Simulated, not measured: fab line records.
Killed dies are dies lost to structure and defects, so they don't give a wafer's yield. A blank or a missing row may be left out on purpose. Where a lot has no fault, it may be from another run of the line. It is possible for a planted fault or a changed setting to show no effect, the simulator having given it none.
Problem report, 8D (eight disciplines) form, completed by code || flow gf180mcu || the parts of the form that need people (team, actions taken, sign-off) are left out

## 1. WHAT IS WRONG
rotation_deg at GF_HV_LDD_IMPLANT_35 reads a mean of 281.80 degrees on 6 wafers of 2 lots; wafers without a fault read 180.00 degrees with a standard deviation of 0.046. So: +99 or more standard deviations from the usual mean.
The first sign was on wafer L429.3 at day 15 14:19, on implanter-03. At this step, 18 wafers from 6 lots have a number in the record. The rule behind "out" and "out of limits": a value lying over 4 standard deviations away from the usual mean. The rest of the wafers with a number are treated as sound.

## 2. WHAT THIS IS AND IS NOT
{"question": "which readings at this step", "is": "rotation_deg", "is not": "-"}
{"question": "which lots", "is": "L429, L431", "is not": "L417, L418, L433, L438"}
{"question": "which wafers of those lots", "is": "all that have a number", "is not": "-"}
{"question": "read on which tools", "is": "implanter-03", "is not": "implanter-01, implanter-02"}
{"question": "when", "is": "from day 15 14:19", "is not": "up to then (6 sound wafers); but 6 sound wafers of L433, L438 came after"}

## 3. WHAT RULES OUT EACH SUSPECT
Counting: a tool stays on the suspect list if, at a process step up to the reading, it processed all lots that are out and no sound lot following the first of them.
- implanter-03 at GF_HV_LDD_IMPLANT_35: kept. Every lot that is out went through it, starting with L429 (day 15 14:19), and after that it ran no sound lot; the last sound lot it ran before then is L418 (day 11 21:58). Its own readings are out on those wafers: rotation_deg.
Left after counting: implanter-03 at GF_HV_LDD_IMPLANT_35.

## 4. THE CAUSE (what the simulator had put in)
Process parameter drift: implanter-03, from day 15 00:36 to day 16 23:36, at GF_HV_LDD_IMPLANT_35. Setting rotation_deg shifted by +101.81 from 180. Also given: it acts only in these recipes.
After counting, this tool was the only one left.

## 5. THE CHAIN OF EFFECTS, in route order
Each row: a reading whose mean over the struck wafers that have a number lies more than 3 standard deviations from the usual. Scope: only readings with a usual standard deviation given in the record; hours: median across lots of the time from each lot's start at the first step in this table that gives one to its start at this step; sigmas: change in usual standard deviations.
{"hours": 0, "step": "GF_HV_LDD_IMPLANT_35", "reading": "rotation_deg", "usual": "180.00 degrees", "on struck wafers": 281.80, "change": "+101.80", "sigmas": "+99 or more"}
Its process steps:
- GF_HV_LDD_IMPLANT_35

## 6. WHAT WOULD HAVE CAUGHT IT SOONER
In this record no reading fell out of limits until day 15 14:19, 14 hours after the fault had begun at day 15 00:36.
